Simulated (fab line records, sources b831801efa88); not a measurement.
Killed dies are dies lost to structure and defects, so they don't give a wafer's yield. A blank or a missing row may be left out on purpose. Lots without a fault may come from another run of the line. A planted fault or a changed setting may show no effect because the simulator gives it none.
fab line records | flow sky130
record lots=5 wafers=15 last_day=48
route steps=708 shown CAPM@546 METAL3@555 VIA3@573
lots that met no fault: from a run of the same line without faults
start_h: hours from the record's first day to the start of the lot's first wafer shown | wait_h: hours since the lot's step before | " the same as in the row above | L1.1+2: a row that stands for several wafers | - no value, or no start given | * or withheld: withheld | < > ~ a bound
route shown NAME@n: a module of which the file shows steps, and the number in the route of the first | usual: mean/standard deviation of fault-free wafers | same: alike in all rows | chamber/n: place in a boat | sites: the reading at each site | _std_site: their standard deviation | _edge_site: outer sites' mean less inner sites' | radius_mm: how far each site lies from the wafer's centre | mask NAME#n: copy n | behind: the tool/chamber that last shaped the wafer | hold: why the lot was held/for how many hours/how that ended | device: the transistor (n, p or np) that didn't switch | end of line: the same wafers' tests at the end of the route | a step without rows: its recipe alone | killed: dies lost to structure and defects at the first sort, not the wafer's yield | map: a wafer's dies, x killed, . not, _ none there
set.NAME: the setting as run; set.NAME@STEP: as run at that earlier step | model.NAME: the simulator's own value behind a step, which no gauge read
lots at some steps of the route; a table a step, a row a wafer
services: from which hour (start_h, from the record's first day; less than 0 if before it) a tool's chamber was out of use, for how many hours, and why
## steps
# step SKY_CAPM_EXPOSE_09
# recipe mask_id=CAPM na=0.6 source_shape=conventional sigma_outer=0.6 polarization=unpolarized target_cd_nm=1000 dose_mj=159
# usual exposure_dose_mJ_cm2=158.95/0.17 stage_vel_mm_s=499.90/0.26
# columns lot.wafer tool chamber start_h wait_h mask exposure_dose_mJ_cm2 stage_vel_mm_s
L074.1 iline_stepper-02 0 - - CAPM#0 159.15 500.32
L074.5 " 0 " " CAPM#0 159.06 500.20
L074.6 " 0 " " CAPM#0 159.02 500.08
L075.1 iline_stepper-02 0 - - CAPM#0 159.12 499.79
L075.3 " 0 " " CAPM#0 158.94 500.22
L075.6 " 0 " " CAPM#0 159.42 500.07
L076.3 iline_stepper-02 0 - - CAPM#0 159.15 499.52
L076.5 " 0 " " CAPM#0 158.81 499.97
L076.6 " 0 " " CAPM#0 158.82 499.82
L085.1 iline_stepper-01 0 - - CAPM#0 159.14 499.18
L085.2 " 0 " " CAPM#0 158.98 499.74
L085.4 " 0 " " CAPM#0 158.67 499.71
L087.1 iline_stepper-02 0 - - CAPM#0 159.03 499.98
L087.2 " 0 " " CAPM#0 158.84 500.18
L087.4 " 0 " " CAPM#0 159.04 499.89
# step SKY_CAPM_PEB_10
# recipe temp_c=withheld time_s=* resist=NOVOLAK
# usual exhaust_pa=44.9/0.95
# columns lot.wafer tool chamber start_h wait_h exhaust_pa
L074.1 litho_track-02 0 - - 44.1
L074.5 " 0 " " 44.2
L074.6 " 0 " " 43.9
L075.1 litho_track-03 0 - - 44.3
L075.3 " 0 " " 44.6
L075.6 " 0 " " 44.2
L076.3 litho_track-03 0 - - 44.6
L076.5 " 0 " " 45.0
L076.6 " 0 " " 45.8
L085.1 litho_track-02 0 - - 43.8
L085.2 " 0 " " 44.6
L085.4 " 0 " " 44.1
L087.1 litho_track-01 0 - - 44.6
L087.2 " 0 " " 43.6
L087.4 " 0 " " 45.1
# step SKY_CAPM_DEVELOP_11
# recipe resist=NOVOLAK developer=TMAH develop_time_s=60 dev_temp_c=23
# usual exhaust_pa=45.0/0.85
# columns lot.wafer tool chamber start_h wait_h exhaust_pa
L074.1 litho_track-02 0 883.41 0.1 45.8
L074.5 " 0 " " 45.3
L074.6 " 0 " " 45.3
L075.1 litho_track-03 0 887.78 0.1 45.5
L075.3 " 0 " " 46.3
L075.6 " 0 " " 44.7
L076.3 litho_track-03 0 905.48 0.1 45.6
L076.5 " 0 " " 44.1
L076.6 " 0 " " 45.3
L085.1 litho_track-02 0 967.86 0.1 44.0
L085.2 " 0 " " 44.6
L085.4 " 0 " " 45.0
L087.1 litho_track-01 0 979.16 0.1 43.1
L087.2 " 0 " " 43.4
L087.4 " 0 " " 43.7
# step SKY_CAPM_OVL_MEAS_12
# usual CAPM_OVL=-1.1/1.3
# columns lot.wafer tool chamber start_h wait_h CAPM_OVL[nm]
L074.1 overlay-01 - 883.56 0.1 -0.8
L074.5 " - " " -0.9
L074.6 " - " " -0.1
L075.1 overlay-01 - 887.93 0.1 -0.3
L075.3 " - " " 1.0
L075.6 " - " " -1.4
L076.3 overlay-02 - 905.59 0.1 -3.4
L076.5 " - " " -1.9
L076.6 " - " " -2.5
L085.1 overlay-01 - 968.01 0.1 -3.7
L085.2 " - " " -2.0
L085.4 " - " " -2.8
L087.1 overlay-01 - 979.31 0.1 1.2
L087.2 " - " " 1.8
L087.4 " - " " -0.6
# step SKY_CAPM_METAL_ETCH_13
# recipe target_depth_nm=220 stop_on=SiO2 chemistry=Cl2/BCl3 target=TiN pressure_mtorr=10 icp_w=900 bias_w=48.5 Cl2_flow_sccm=60 bcl3_flow_sccm=30 time_s=62.9
# usual drypump_motor_current_A=5.6/0.46 oes_product_au=0.940/0.0085 throttle_valve_pct=21.903/0.011
# columns lot.wafer tool chamber start_h wait_h drypump_motor_current_A oes_product_au rf_hours_counter_h throttle_valve_pct
L074.1 rie_metal-04 0 883.60 0.0 5.9 0.930 9 21.914
L074.5 " 0 " " 5.9 0.953 - 21.911
L074.6 " 1 " " 5.2 0.938 - 21.894
L075.1 rie_metal-04 0 887.97 0.0 5.9 0.948 9 21.905
L075.3 " 0 " " 5.9 0.951 - 21.878
L075.6 " 1 " " 5.2 0.938 - 21.898
L076.3 rie_metal-03 0 905.64 0.0 6.0 0.933 - 21.912
L076.5 " 1 " " 5.0 0.925 - 21.906
L076.6 " 0 " " 6.0 0.945 - 21.910
L085.1 rie_metal-04 1 968.05 0.0 5.2 0.940 16 21.902
L085.2 " 0 " " 5.9 0.931 12 21.912
L085.4 " 1 " " 5.2 0.938 - 21.920
L087.1 rie_metal-03 0 979.34 0.0 6.0 0.943 3 21.904
L087.2 " 1 " " 5.0 0.964 17 21.886
L087.4 " 1 " " 5.0 0.939 - 21.879
# step SKY_CAPM_STRIP_14
# recipe chemistry=O2/N2 power_w=1400 pressure_mtorr=1500 platen_temp_c=withheld o2_flow_sccm=3000 n2_flow_sccm=300 overash_fraction=0.5
# usual drypump_motor_current_A=5.6/0.46 oes_product_au=0.710/0.0045 strip_time_to_endpoint_s=12.65/0.049
# same overash_fraction=0.5
# columns lot.wafer tool chamber start_h wait_h drypump_motor_current_A oes_product_au rf_hours_counter_h strip_time_to_endpoint_s
L074.1 plasma_asher-04 0 883.70 0.1 5.2 0.719 99 12.58
L074.5 " 0 " " 5.2 0.711 - 12.58
L074.6 " 1 " " 5.2 0.710 - 12.64
L075.1 plasma_asher-02 0 888.07 0.1 5.7 0.714 14 12.71
L075.3 " 1 " " 5.4 0.703 - 12.68
L075.6 " 1 " " 5.4 0.700 - 12.75
L076.3 plasma_asher-02 0 905.73 0.1 5.7 0.707 - 12.60
L076.5 " 1 " " 5.4 0.715 - 12.62
L076.6 " 0 " " 5.7 0.711 - 12.58
L085.1 plasma_asher-04 1 968.13 0.1 5.2 0.711 108 12.68
L085.2 " 0 " " 5.2 0.716 108 12.68
L085.4 " 1 " " 5.2 0.712 - 12.68
L087.1 plasma_asher-03 0 979.42 0.1 5.9 0.706 88 12.74
L087.2 " 1 " " 6.6 0.711 88 12.71
L087.4 " 0 " " 5.9 0.713 - 12.74
# step SKY_CAPM_STRIP_15
# recipe chemistry=post_etch_residue_remover time_s=1200 temp_c=72.5
# usual bath_guard_temp_C=72.5/0.41
# columns lot.wafer tool chamber start_h wait_h bath_guard_temp_C
L074.1 wet_bench-04 1 883.80 0.1 72.8
L074.5 " 1 " " 72.5
L074.6 " 1 " " 73.1
L075.1 wet_bench-01 3 888.17 0.1 72.8
L075.3 " 3 " " 72.3
L075.6 " 3 " " 72.5
L076.3 wet_bench-04 0 905.79 0.0 72.4
L076.5 " 0 " " 72.6
L076.6 " 0 " " 72.6
L085.1 wet_bench-02 3 968.23 0.1 73.2
L085.2 " 3 " " 72.4
L085.4 " 3 " " 72.9
L087.1 wet_bench-02 2 979.52 0.1 72.2
L087.2 " 2 " " 72.2
L087.4 " 2 " " 72.2
# step SKY_CAPM_CLEAN_16
# recipe chemistry=IPA time_s=180 temp_c=25
# columns lot.wafer tool chamber start_h wait_h
L074.1+5+6 wet_bench-02 1 884.18 0.0
L075.1+3+6 wet_bench-04 1 888.54 0.0
L076.3+5+6 wet_bench-01 1 906.13 0.0
L085.1+2+4 wet_bench-04 0 968.57 0.0
L087.1+2+4 wet_bench-01 2 979.86 0.0
# step SKY_CAPM_CLEAN_17
# recipe chemistry=O3/DIW dry=n2_spin
# columns lot.wafer tool chamber start_h wait_h
L074.1+5+6 wet_bench-01 3 884.23 0.0
L075.1+3+6 wet_bench-02 2 888.61 0.0
L076.3+5+6 wet_bench-02 2 906.20 0.0
L085.1+2+4 wet_bench-02 3 968.63 0.0
L087.1+2+4 wet_bench-02 3 979.92 0.0
# step SKY_METAL3_DEHYDRATE_05
# recipe temp_c=200 time_s=60
# usual exhaust_pa=45.0/0.9 heater_power_total_W=160.38/0.13
# columns lot.wafer tool chamber start_h wait_h exhaust_pa heater_power_total_W
L074.1 litho_track-02 0 897.06 12.7 45.5 160.47
L074.5 " 0 " " 46.0 160.32
L074.6 " 0 " " 46.2 160.59
L075.1 litho_track-01 0 901.46 12.8 44.0 160.35
L075.3 " 0 " " 44.1 160.51
L075.6 " 0 " " 44.5 160.27
L076.3 litho_track-02 0 918.06 11.8 44.9 160.40
L076.5 " 0 " " 44.8 160.18
L076.6 " 0 " " 45.1 160.26
L085.1 litho_track-04 0 980.13 11.4 45.7 160.28
L085.2 " 0 " " 44.1 160.26
L085.4 " 0 " " 46.7 160.32
L087.1 litho_track-04 0 990.43 10.4 44.5 160.39
L087.2 " 0 " " 45.6 160.28
L087.4 " 0 " " 43.7 160.35
# step SKY_METAL3_HMDS_06
# recipe prime_time_s=60 prime_temp_c=120
# usual exhaust_pa=44.9/0.96 prime_temp_c=119.98/0.14
# columns lot.wafer tool chamber start_h wait_h exhaust_pa prime_temp_c
L074.1 litho_track-02 0 897.21 0.1 46.5 120.09
L074.5 " 0 " " 46.9 120.06
L074.6 " 0 " " 45.1 120.13
L075.1 litho_track-01 0 901.61 0.1 44.8 119.86
L075.3 " 0 " " 43.9 120.22
L075.6 " 0 " " 44.5 119.98
L076.3 litho_track-02 0 918.21 0.1 42.8 120.10
L076.5 " 0 " " 43.6 119.97
L076.6 " 0 " " 43.5 119.99
L085.1 litho_track-04 0 980.28 0.1 45.8 120.12
L085.2 " 0 " " 45.6 119.94
L085.4 " 0 " " 45.5 120.13
L087.1 litho_track-04 0 990.58 0.1 45.4 120.00
L087.2 " 0 " " 43.8 120.06
L087.4 " 0 " " 44.6 119.89
# step SKY_METAL3_COAT_07
# recipe resist=BARC temp_c=withheld time_s=withheld spin_rpm=3000 resist_thk_nm=60
# usual exhaust_pa=45.0/0.88
# columns lot.wafer tool chamber start_h wait_h exhaust_pa
L074.1 litho_track-02 0 897.36 0.1 45.5
L074.5 " 0 " " 45.4
L074.6 " 0 " " 46.4
L075.1 litho_track-01 0 901.76 0.1 46.1
L075.3 " 0 " " 44.6
L075.6 " 0 " " 44.4
L076.3 litho_track-02 0 918.36 0.1 45.7
L076.5 " 0 " " 45.8
L076.6 " 0 " " 44.8
L085.1 litho_track-04 0 980.43 0.1 44.2
L085.2 " 0 " " 43.9
L085.4 " 0 " " 43.6
L087.1 litho_track-04 0 990.73 0.1 45.0
L087.2 " 0 " " 44.8
L087.4 " 0 " " 45.8
# step SKY_METAL3_COAT_08
# recipe resist=KrF-thick spin_rpm=3000 resist_thk_nm=1140
# usual exhaust_pa=45.0/0.86
# columns lot.wafer tool chamber start_h wait_h exhaust_pa
L074.1 litho_track-02 0 - - 44.5
L074.5 " 0 " " 44.5
L074.6 " 0 " " 46.4
L075.1 litho_track-01 0 - - 44.1
L075.3 " 0 " " 45.0
L075.6 " 0 " " 44.6
L076.3 litho_track-02 0 - - 45.1
L076.5 " 0 " " 44.7
L076.6 " 0 " " 44.9
L085.1 litho_track-04 0 - - 45.2
L085.2 " 0 " " 44.7
L085.4 " 0 " " 44.9
L087.1 litho_track-04 0 - - 46.2
L087.2 " 0 " " 46.6
L087.4 " 0 " " 44.5
# step SKY_METAL3_SOFTBAKE_09
# recipe temp_c=100 time_s=90 resist=KrF-thick
# usual exhaust_pa=45.2/0.89 heater_power_total_W=57.37/0.11
# columns lot.wafer tool chamber start_h wait_h exhaust_pa heater_power_total_W
L074.1 litho_track-02 0 - - 43.5 57.55
L074.5 " 0 " " 44.0 57.48
L074.6 " 0 " " 43.7 57.20
L075.1 litho_track-01 0 - - 44.3 57.21
L075.3 " 0 " " 44.3 57.40
L075.6 " 0 " " 45.0 57.31
L076.3 litho_track-02 0 - - 44.6 57.37
L076.5 " 0 " " 46.0 57.48
L076.6 " 0 " " 45.1 57.45
L085.1 litho_track-04 0 - - 45.7 57.26
L085.2 " 0 " " 45.9 57.29
L085.4 " 0 " " 45.3 57.55
L087.1 litho_track-04 0 - - 45.0 57.45
L087.2 " 0 " " 45.7 57.54
L087.4 " 0 " " 45.0 57.27
# step SKY_METAL3_EXPOSE_10
# recipe mask_id=MM3 na=0.68 source_shape=annular sigma_inner=0.4 sigma_outer=0.8 target_cd_nm=300 dose_mj=28
# usual exposure_dose_mJ_cm2=27.999/0.029 stage_vel_mm_s=500.06/0.26
# columns lot.wafer tool chamber start_h wait_h mask exposure_dose_mJ_cm2 stage_vel_mm_s
L074.1 krf_scanner-02 0 - - MM3#0 27.998 500.06
L074.5 " 0 " " MM3#0 28.016 500.16
L074.6 " 0 " " MM3#0 27.989 500.20
L075.1 krf_scanner-01 0 - - MM3#0 28.027 500.02
L075.3 " 0 " " MM3#0 28.041 499.93
L075.6 " 0 " " MM3#0 28.042 499.72
L076.3 krf_scanner-02 0 - - MM3#0 27.970 499.95
L076.5 " 0 " " MM3#0 27.969 500.18
L076.6 " 0 " " MM3#0 27.978 499.99
L085.1 krf_scanner-01 0 - - MM3#0 27.977 500.40
L085.2 " 0 " " MM3#0 27.958 500.05
L085.4 " 0 " " MM3#0 27.975 499.86
L087.1 krf_scanner-02 0 - - MM3#0 27.995 500.16
L087.2 " 0 " " MM3#0 28.052 500.76
L087.4 " 0 " " MM3#0 27.987 499.85
# step SKY_METAL3_PEB_11
# recipe peb_temp_c=withheld peb_time_s=withheld resist=KrF-thick
# usual exhaust_pa=44.9/0.95
# columns lot.wafer tool chamber start_h wait_h exhaust_pa
L074.1 litho_track-01 0 - - 44.6
L074.5 " 0 " " 46.0
L074.6 " 0 " " 45.1
L075.1 litho_track-01 0 - - 44.6
L075.3 " 0 " " 44.2
L075.6 " 0 " " 46.1
L076.3 litho_track-02 0 - - 43.7
L076.5 " 0 " " 43.6
L076.6 " 0 " " 43.9
L085.1 litho_track-02 0 - - 46.3
L085.2 " 0 " " 43.6
L085.4 " 0 " " 45.5
L087.1 litho_track-04 0 - - 45.2
L087.2 " 0 " " 45.7
L087.4 " 0 " " 45.8
# step SKY_METAL3_DEVELOP_12
# recipe develop_time_s=60 resist=KrF-thick dev_temp_c=21
# usual exhaust_pa=44.9/0.9
# columns lot.wafer tool chamber start_h wait_h exhaust_pa
L074.1 litho_track-01 0 - - 45.1
L074.5 " 0 " " 45.7
L074.6 " 0 " " 45.9
L075.1 litho_track-01 0 - - 45.4
L075.3 " 0 " " 45.0
L075.6 " 0 " " 45.3
L076.3 litho_track-02 0 - - 46.0
L076.5 " 0 " " 44.4
L076.6 " 0 " " 46.2
L085.1 litho_track-02 0 - - 43.5
L085.2 " 0 " " 43.2
L085.4 " 0 " " 44.2
L087.1 litho_track-04 0 - - 43.7
L087.2 " 0 " " 44.5
L087.4 " 0 " " 43.4
# step SKY_METAL3_CD_MEAS_13
# recipe target_cd_nm=300
# usual cd_nm=299.8/1.3
# columns lot.wafer tool chamber start_h wait_h cd_nm
L074.1 cd_sem-02 - 909.76 - 301.6
L074.5 " - " " 300.4
L074.6 " - " " 302.3
L075.1 cd_sem-01 - 914.76 - 300.2
L075.3 " - " " 302.1
L075.6 " - " " 301.6
L076.3 cd_sem-02 - 931.45 - 298.4
L076.5 " - " " 296.9
L076.6 " - " " 297.3
L085.1 cd_sem-01 - 991.62 - 299.2
L085.2 " - " " 301.0
L085.4 " - " " 299.6
L087.1 cd_sem-01 - 1003.93 - 299.9
L087.2 " - " " 299.6
L087.4 " - " " 299.3
# step SKY_METAL3_OVL_MEAS_14
# usual METAL3_OVL=3/5.6
# columns lot.wafer tool chamber start_h wait_h METAL3_OVL[nm]
L074.1 overlay-02 - 909.88 0.1 8
L074.5 " - " " 16
L074.6 " - " " 2
L075.1 overlay-02 - 914.88 0.1 -3
L075.3 " - " " -1
L075.6 " - " " -2
L076.3 overlay-02 - 931.55 0.1 -1
L076.5 " - " " 2
L076.6 " - " " -5
L085.1 overlay-01 - 991.74 0.1 7
L085.2 " - " " 1
L085.4 " - " " 5
L087.1 overlay-01 - 1004.05 0.1 8
L087.2 " - " " 5
L087.4 " - " " 11
# step SKY_METAL3_DESCUM_15
# recipe chemistry=O2 source_power_w=150 bias_power_w=0 pressure_mtorr=10 temp_c=40 time_s=8
# usual drypump_motor_current_A=5.6/0.42 oes_product_au=0.993/0.0093
# columns lot.wafer tool chamber start_h wait_h drypump_motor_current_A oes_product_au rf_hours_counter_h
L074.1 rie_metal-04 1 909.91 0.0 5.2 0.984 14
L074.5 " 1 " " 5.2 0.992 -
L074.6 " 0 " " 5.9 0.991 -
L075.1 rie_metal-01 1 914.91 0.0 5.2 1.007 11
L075.3 " 1 " " 5.2 0.993 -
L075.6 " 1 " " 5.2 0.996 -
L076.3 rie_metal-04 1 931.58 0.0 5.2 0.993 -
L076.5 " 0 " " 5.9 0.994 -
L076.6 " 1 " " 5.2 1.003 -
L085.1 rie_metal-03 1 991.77 0.0 5.0 0.977 17
L085.2 " 0 " " 5.9 0.992 3
L085.4 " 0 " " 5.9 0.989 -
L087.1 rie_metal-04 1 1004.09 0.0 5.2 0.998 18
L087.2 " 0 " " 6.0 0.994 14
L087.4 " 0 " " 6.0 0.999 -
# step SKY_METAL3_ETCH_16
# recipe chemistry=N2/H2 target=BARC ion_energy_ev=200 bias_w=100 pressure_mtorr=30 n2_flow_sccm=100 h2_flow_sccm=200 icp_w=500 stop_on=SiO2 time_s=88.2 target_depth_a=600
# usual drypump_motor_current_A=5.6/0.42 oes_product_au=0.625/0.0044 throttle_valve_pct=13.205/0.0086
# columns lot.wafer tool chamber start_h wait_h drypump_motor_current_A oes_product_au rf_hours_counter_h throttle_valve_pct
L074.1 rie_metal-04 1 909.94 0.0 5.2 0.621 14 13.212
L074.5 " 1 " " 5.2 0.628 - 13.201
L074.6 " 0 " " 5.9 0.624 - 13.207
L075.1 rie_metal-01 1 914.98 0.1 5.2 0.624 11 13.206
L075.3 " 1 " " 5.2 0.619 - 13.223
L075.6 " 1 " " 5.2 0.626 - 13.207
L076.3 rie_metal-04 1 931.63 0.0 5.2 0.627 - 13.214
L076.5 " 0 " " 6.0 0.621 - 13.199
L076.6 " 1 " " 5.2 0.622 - 13.213
L085.1 rie_metal-03 1 991.80 0.0 5.0 0.626 17 13.192
L085.2 " 0 " " 5.9 0.616 3 13.207
L085.4 " 0 " " 6.0 0.626 - 13.210
L087.1 rie_metal-04 1 1004.12 0.0 5.2 0.628 18 13.190
L087.2 " 0 " " 5.9 0.625 14 13.209
L087.4 " 0 " " 5.9 0.624 - 13.215
# step SKY_METAL3_ETCH_17
# recipe target=SiO2 stop_on=TiN chemistry=C4F8/O2/Ar source_w=1500 bias_w=1200 pressure_mtorr=40 c4f8_flow_sccm=withheld O2_flow_sccm=6 Ar_flow_sccm=300 time_s=3.9 target_depth_a=150
# usual oes_product_au=0.756/0.0075
# columns lot.wafer tool chamber start_h wait_h oes_product_au rf_hours_counter_h
L074.1 rie_diel-02 3 910.04 0.1 0.750 13
L074.5 " 1 " " 0.763 -
L074.6 " 0 " " 0.758 -
L075.1 rie_diel-02 3 915.17 0.2 0.753 13
L075.3 " 2 " " 0.748 24
L075.6 " 3 " " 0.762 -
L076.3 rie_diel-02 1 931.70 0.0 0.735 5
L076.5 " 2 " " 0.756 -
L076.6 " 1 " " 0.751 -
L085.1 rie_diel-02 2 991.90 0.1 0.767 26
L085.2 " 3 " " 0.754 15
L085.4 " 0 " " 0.760 21
L087.1 rie_diel-04 3 1004.22 0.1 0.749 15
L087.2 " 1 " " 0.758 13
L087.4 " 0 " " 0.768 22
# step SKY_METAL3_METAL_ETCH_18
# recipe target_depth_a=8450 stop_on=SiO2 over_etch_frac=0.3 time_s=183.1 chemistry=Cl2/BCl3 resist_sidewall_deg=88 pressure_mtorr=10 icp_w=900 bias_w=48.5 Cl2_flow_sccm=60 bcl3_flow_sccm=30
# usual drypump_motor_current_A=5.5/0.39 oes_product_au=0.868/0.0069 throttle_valve_pct=22.265/0.0095
# columns lot.wafer tool chamber start_h wait_h drypump_motor_current_A oes_product_au rf_hours_counter_h throttle_valve_pct
L074.1 rie_metal-03 1 910.06 0.0 5.0 0.861 12 22.263
L074.5 " 0 " " 6.0 0.863 - 22.259
L074.6 " 1 " " 5.0 0.870 - 22.281
L075.1 rie_metal-04 1 915.19 0.0 5.2 0.871 14 22.271
L075.3 " 0 " " 5.9 0.873 - 22.257
L075.6 " 0 " " 5.9 0.875 - 22.270
L076.3 rie_metal-01 1 931.84 0.1 5.2 0.862 - 22.262
L076.5 " 1 " " 5.2 0.855 - 22.268
L076.6 " 1 " " 5.2 0.865 - 22.267
L085.1 rie_metal-04 0 991.92 0.0 5.9 0.867 14 22.258
L085.2 " 1 " " 5.2 0.869 18 22.259
L085.4 " 0 " " 5.9 0.874 - 22.238
L087.1 rie_metal-01 1 1004.24 0.0 5.3 0.863 16 22.283
L087.2 " 0 " " 5.7 0.873 3 22.289
L087.4 " 0 " " 5.7 0.879 - 22.277
# step SKY_METAL3_STRIP_19
# recipe chemistry=O2/N2 power_w=1400 pressure_mtorr=1500 platen_temp_c=withheld o2_flow_sccm=3000 n2_flow_sccm=300 overash_fraction=0.5
# usual drypump_motor_current_A=5.4/0.43 oes_product_au=0.504/0.0048 strip_time_to_endpoint_s=6.58/0.075
# same overash_fraction=0.5
# columns lot.wafer tool chamber start_h wait_h drypump_motor_current_A oes_product_au rf_hours_counter_h strip_time_to_endpoint_s
L074.1 plasma_asher-01 0 910.24 0.1 5.2 0.513 47 6.71
L074.5 " 0 " " 5.2 0.499 - 6.60
L074.6 " 1 " " 5.3 0.511 - 6.79
L075.1 plasma_asher-03 0 915.37 0.1 5.9 0.504 81 6.61
L075.3 " 1 " " 6.7 0.507 - 6.60
L075.6 " 1 " " 6.7 0.503 - 6.60
L076.3 plasma_asher-04 0 932.11 0.2 5.2 0.496 - 6.58
L076.5 " 1 " " 5.2 0.503 - 6.54
L076.6 " 0 " " 5.2 0.498 - 6.55
L085.1 plasma_asher-01 1 992.10 0.1 5.3 0.500 54 6.54
L085.2 " 0 " " 5.2 0.504 54 6.64
L085.4 " 1 " " 5.3 0.500 - 6.52
L087.1 plasma_asher-04 1 1004.42 0.1 5.1 0.499 112 6.51
L087.2 " 0 " " 5.2 0.507 112 6.47
L087.4 " 1 " " 5.2 0.508 - 6.50
# step SKY_METAL3_STRIP_20
# recipe chemistry=post_etch_residue_remover time_s=1200 temp_c=72.5
# usual bath_guard_temp_C=72.2/0.5
# columns lot.wafer tool chamber start_h wait_h bath_guard_temp_C
L074.1 wet_bench-03 3 910.34 0.1 71.3
L074.5 " 3 " " 71.5
L074.6 " 3 " " 70.9
L075.1 wet_bench-02 2 915.47 0.1 71.9
L075.3 " 2 " " 72.0
L075.6 " 2 " " 72.5
L076.3 wet_bench-03 2 932.17 0.0 72.8
L076.5 " 2 " " 73.1
L076.6 " 2 " " 73.1
L085.1 wet_bench-04 2 992.20 0.1 72.4
L085.2 " 2 " " 72.1
L085.4 " 2 " " 72.5
L087.1 wet_bench-03 0 1004.52 0.1 71.6
L087.2 " 0 " " 72.0
L087.4 " 0 " " 72.0
# step SKY_METAL3_CLEAN_21
# recipe chemistry=IPA time_s=180 temp_c=25
# columns lot.wafer tool chamber start_h wait_h
L074.1+5+6 wet_bench-02 2 910.68 0.0
L075.1+3+6 wet_bench-03 2 915.81 0.0
L076.3+5+6 wet_bench-03 2 932.52 0.0
L085.1+2+4 wet_bench-02 0 992.54 0.0
L087.1+2+4 wet_bench-04 0 1004.86 0.0
# step SKY_METAL3_CLEAN_22
# recipe chemistry=O3/DIW dry=n2_spin
# columns lot.wafer tool chamber start_h wait_h
L074.1+5+6 wet_bench-03 0 910.74 0.0
L075.1+3+6 wet_bench-02 0 915.87 0.0
L076.3+5+6 wet_bench-02 1 932.57 0.0
L085.1+2+4 wet_bench-04 1 992.60 0.0
L087.1+2+4 wet_bench-02 2 1004.92 0.0
# step SKY_VIA3_HDPCVD_00
# recipe material=SiO2 target_thk_nm=1635 sigma_open_frac=0.3 time_s=272.5 temp_c=400 sih4_flow_sccm=60 pressure_mtorr=6
# usual pressure_mtorr=6.000/0.012
# columns lot.wafer tool chamber start_h wait_h pressure_mtorr
L074.1 hdpcvd-02 1 910.83 0.0 5.995
L074.5 " 2 " " 6.000
L074.6 " 1 " " 5.985
L075.1 hdpcvd-02 0 915.96 0.0 5.994
L075.3 " 2 " " 5.983
L075.6 " 0 " " 5.991
L076.3 hdpcvd-01 1 932.67 0.0 5.990
L076.5 " 2 " " 6.008
L076.6 " 1 " " 5.998
L085.1 hdpcvd-02 1 992.69 0.0 5.988
L085.2 " 0 " " 5.982
L085.4 " 1 " " 6.011
L087.1 hdpcvd-01 2 1005.01 0.0 5.973
L087.2 " 1 " " 5.984
L087.4 " 2 " " 5.969
# step SKY_VIA3_THK_MEAS_01
# recipe reads=SiO2_of_VIA3_HDPCVD_00
# usual VIA3_HDPCVD_THK=1634/20
# columns lot.wafer tool chamber start_h wait_h VIA3_HDPCVD_THK[nm]
L074.1 film_metro-02 - 911.00 0.1 1639
L074.5 " - " " 1640
L074.6 " - " " 1644
L075.1 film_metro-01 - 916.13 0.1 1592
L075.3 " - " " 1619
L075.6 " - " " 1612
L076.3 film_metro-01 - 932.85 0.1 1610
L076.5 " - " " 1635
L076.6 " - " " 1636
L085.1 film_metro-03 - 992.86 0.1 1617
L085.2 " - " " 1633
L085.4 " - " " 1621
L087.1 film_metro-02 - 1005.18 0.1 1624
L087.2 " - " " 1633
L087.4 " - " " 1621
# step SKY_VIA3_CMP_02
# recipe material=SiO2 down_force_psi=4 platen_rpm=60 pad_velocity_m_s=0.94248
# usual head_pressure_psi=4.000/0.0097 motor_current_A=12.1/0.71
# columns lot.wafer tool chamber start_h wait_h head_pressure_psi motor_current_A
L074.1 cmp-01 2 911.47 0.5 3.997 11.9
L074.5 " 1 " " 4.005 12.6
L074.6 " 2 " " 3.987 12.1
L075.1 cmp-01 2 916.60 0.5 4.003 11.1
L075.3 " 3 " " 3.995 12.2
L075.6 " 3 " " 4.003 12.4
L076.3 cmp-01 3 933.23 0.4 4.028 12.4
L076.5 " 2 " " 4.004 11.7
L076.6 " 3 " " 4.022 12.1
L085.1 cmp-02 1 992.92 0.1 4.011 11.5
L085.2 " 3 " " 4.003 11.2
L085.4 " 0 " " 3.998 13.1
L087.2 cmp-02 3 1005.54 0.3 3.978 11.0
L087.1 " 1 " " 4.009 11.6
L087.4 " 2 " " 3.999 11.6
# step SKY_VIA3_BOW_MEAS_03
# recipe mode=bow
# usual VIA3_BOW=78/7.4
# columns lot.wafer tool chamber start_h wait_h VIA3_BOW[um]
L074.1 film_metro-01 - 911.72 0.2 71
L074.5 " - " " 78
L074.6 " - " " 81
L075.1 film_metro-02 - 916.90 0.2 83
L075.3 " - " " 74
L075.6 " - " " 76
L076.3 film_metro-02 - 933.52 0.2 81
L076.5 " - " " 70
L076.6 " - " " 91
L085.1 film_metro-02 - 993.22 0.2 71
L085.2 " - " " 73
L085.4 " - " " 75
L087.1 film_metro-02 - 1005.84 0.1 87
L087.2 " - " " 91
L087.4 " - " " 84
## services
# columns tool chamber start_h hours kind
krf_scanner-01 - 851.53 0.8 pm
cmp-02 - 851.60 0.7 repair
krf_scanner-02 - 858.39 1.3 pm
cmp-02 - 858.47 3.0 repair
cmp-01 - 864.11 2.9 repair
iline_stepper-02 - 866.74 4.4 pm
wet_bench-04 - 870.66 2.2 repair
rie_metal-03 1 886.46 3.0 repair
rie_diel-02 - 901.33 2.8 pm
wet_bench-04 - 902.81 2.1 repair
cmp-01 - 904.66 3.7 repair
rie_metal-01 - 918.38 0.2 repair
rie_diel-02 2 923.05 2.4 repair
krf_scanner-02 - 930.66 3.8 repair
hdpcvd-02 - 933.71 13.7 repair
cmp-01 - 940.20 3.5 repair
rie_diel-02 2 942.38 8.4 repair
krf_scanner-02 - 949.30 0.8 pm
cmp-01 - 949.87 6.5 repair
hdpcvd-02 - 950.25 15.0 pm
krf_scanner-02 - 963.77 1.0 pm
iline_stepper-02 - 985.94 1.7 pm
krf_scanner-02 - 994.60 0.8 pm
cmp-01 - 994.94 0.4 repair
## key
fault none
